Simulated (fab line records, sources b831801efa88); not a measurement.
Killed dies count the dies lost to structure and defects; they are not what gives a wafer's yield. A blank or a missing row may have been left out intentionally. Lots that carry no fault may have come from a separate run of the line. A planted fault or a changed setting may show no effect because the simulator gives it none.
2 desks looking at one fault :: flow gf180mcu :: each desk holds nothing but its own numbers, with what lay behind them at the end

FOR THE TOOL OWNER'S DESK: wet_bench-01
The tool's own readings at GF_SAB_WET_ETCH_12 (etches SiO2 in dHF, target depth 22 nm, time 440 s): means of the sampled wafers that have a number, for each lot that ran on this tool. The brackets show how far a lot's mean lies from the usual mean; more than 4 standard deviations puts the lot out of limits, marked OUT.
Columns: A = run_length_s at GF_SAB_WET_ETCH_12, usual 467.4 s
lot: L127
first seen here: day 16 20:50
A: 467.8

lot: L143
first seen here: day 22 05:07
A: 342.3 (-43) OUT

lot: L144
first seen here: day 22 17:08
A: 343.3 (-43) OUT
Finding of this desk: L143, L144 out of limits; the first was L143 at day 22 05:07, on run_length_s at GF_SAB_WET_ETCH_12. Within limits: L127.

FROM THE METROLOGY DESK
What the gauges read, lot by lot, whatever tool the lot ran on: means of the sampled wafers that have a number. The brackets show how far a lot's mean lies from the usual mean; more than 4 standard deviations puts the lot out of limits, marked OUT.
Columns: A = SAB_CVD_00_THK at GF_SAB_THK_MEAS_01, usual 49.7 nm; B = cd_nm at GF_SAB_CD_MEAS_09, usual 418.8 nm; C = SAB_OVL at GF_SAB_OVL_MEAS_10, usual -0.7 nm
lot: L125
first seen here: day 14 19:43
A: 50.1
B: 419.5
C: -2.1

lot: L127
first seen here: day 15 22:14
A: 50.2
B: 421.3
C: -1.4

lot: L131
first seen here: day 17 05:17
A: 50.5
B: 419.4
C: 0.4

lot: L143
first seen here: day 21 05:25
A: 49.1
B: 417.6
C: -1.8

lot: L144
first seen here: day 21 17:28
A: 50.5
B: 417.0
C: -0.5

lot: L147
first seen here: day 23 00:02
A: 50.6
B: 421.5
C: -0.7
This desk found nothing out of limits on any of the 6 lots.

TAKEN TOGETHER
At day 22 05:07, on L143, L144, the tool owner's desk was in a position to raise an alarm.
The metrology desk saw nothing out of limits.
The metrology desk holds a record of L143, L144, inside its limits.
GF_SAB_WET_ETCH_12 was run on wet_bench-01 by each of the lots named.

WHAT THE SIMULATOR PUT IN
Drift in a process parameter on wet_bench-01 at GF_SAB_WET_ETCH_12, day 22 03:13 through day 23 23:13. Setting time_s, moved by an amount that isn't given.
Struck lots among those shown: L143, L144.
Delay in hours, fault start to first out-of-limits reading, by desk: the tool owner's desk at 2.
